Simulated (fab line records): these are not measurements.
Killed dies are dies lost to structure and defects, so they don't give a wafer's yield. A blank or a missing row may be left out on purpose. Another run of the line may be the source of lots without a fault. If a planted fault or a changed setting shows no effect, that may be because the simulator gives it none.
Shared-tool check | flow gf180mcu | 14 lots and 42 wafers in the sample

== WHAT PROMPTED THE OPENING ==
GF_HV_LDD_TW_MEAS_50, reading HV_LDD_4_TW: flagged on 2 of 14 lots. No-fault wafers: 561, standard deviation 7.
Rule: flag the lot when none of its wafers has a number, or when each of its wafers that has one lies beyond 4 standard deviations from that mean. As for the other lots, they are considered sound.

lot  | measured     | on            | HV_LDD_4_TW, wafer by wafer | flag
L175 | day 12 05:31 | film metro-03 | 557 559 560                 |
L176 | day 12 07:41 | film metro-03 | 559 560 558                 |
L177 | day 12 20:00 | film metro-03 | 558 556 558                 |
L178 | day 13 07:57 | film metro-04 | 575 575 572                 |
L179 | day 13 13:57 | film metro-04 | 570 573 574                 |
L180 | day 13 20:05 | film metro-03 | 558 560 560                 |
L181 | day 14 08:05 | film metro-03 | 557 559 553                 |
L182 | day 14 14:21 | film metro-03 | 557 556 561                 |
L183 | day 14 20:45 | film metro-03 | 555 558 555                 |
L190 | day 17 15:34 | film metro-03 | 528 526 524                 | FLAGGED
L191 | day 18 03:49 | film metro-03 | 527 529 529                 | FLAGGED
L195 | day 19 09:43 | film metro-03 | 552 553 554                 |
L196 | day 19 15:58 | film metro-01 | 568 565 567                 |
L197 | day 19 20:47 | film metro-01 | 566 564 567                 |
Average over the flagged lots: 527; offset from the usual -34, equal to -5 standard deviations.

== TOOL THAT RAN EACH LOT ==
The record holds 1 process step before the reading, out of a route of 602 steps. Read each cell as the tool, then ch plus the chambers that the sampled wafers visited, then the start.
lot  | flag    | GF_HV_LDD_IMPLANT_48
L175 |         | implanter-03 ch 0, day 12 05:19
L176 |         | implanter-02 ch 0, day 12 07:28
L177 |         | implanter-02 ch 0, day 12 19:45
L178 |         | implanter-03 ch 0, day 13 07:42
L179 |         | implanter-01 ch 0, day 13 13:42
L180 |         | implanter-02 ch 0, day 13 19:50
L181 |         | implanter-02 ch 0, day 14 07:50
L182 |         | implanter-02 ch 0, day 14 14:06
L183 |         | implanter-01 ch 0, day 14 20:30
L190 | FLAGGED | implanter-01 ch 0, day 17 15:21
L191 | FLAGGED | implanter-01 ch 0, day 18 03:35
L195 |         | implanter-02 ch 0, day 19 09:28
L196 |         | implanter-03 ch 0, day 19 15:45
L197 |         | implanter-02 ch 0, day 19 20:32
These steps, and what they do:
- GF_HV_LDD_IMPLANT_48
- GF_HV_LDD_TW_MEAS_50

== FLAGGED AGAINST TOTAL, ONE TOOL AT A TIME (gauges that did the reading follow at the end) ==
step                 | tool          | lots run | flagged | share of the flagged lots | sound lots run after its first flagged lot
GF_HV_LDD_IMPLANT_48 | implanter-01  | 4        | 2       | all                       | 0
GF_HV_LDD_IMPLANT_48 | implanter-02  | 7        | 0       | none                      | -
GF_HV_LDD_IMPLANT_48 | implanter-03  | 3        | 0       | none                      | -
GF_HV_LDD_TW_MEAS_50 | film metro-01 | 2        | 0       | none                      | -
GF_HV_LDD_TW_MEAS_50 | film metro-03 | 10       | 2       | all                       | 1 (L195)
GF_HV_LDD_TW_MEAS_50 | film metro-04 | 2        | 0       | none                      | -

== WHAT IS ALLOWED BY THE TABLE ==
In 2 table rows, all flagged lots were run: implanter-01 (GF_HV_LDD_IMPLANT_48), film metro-03 (GF_HV_LDD_TW_MEAS_50).
- implanter-01 at GF_HV_LDD_IMPLANT_48: 2 of its 4 lots flagged. Its last sound lot is L183 (day 14 20:30), its first flagged lot L190 (day 17 15:21): a fault that began between those two fits. Its own readings lie more than 4 standard deviations out on every wafer of the flagged lots: beam energy keV.
- film metro-03 at GF_HV_LDD_TW_MEAS_50: 2 of its 10 lots flagged. Sound lots ran on it after the first flagged one (L195), which a lasting fault on the whole tool wouldn't allow.
implanter-01 at GF_HV_LDD_IMPLANT_48 is the single tool remaining.

== WHAT HAD BEEN PUT IN BY THE SIMULATOR ==
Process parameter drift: implanter-01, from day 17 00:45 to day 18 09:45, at GF_HV_LDD_IMPLANT_48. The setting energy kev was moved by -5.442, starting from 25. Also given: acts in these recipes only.
Shown lots that were struck: L190, L191. This agrees with what the rule above found.
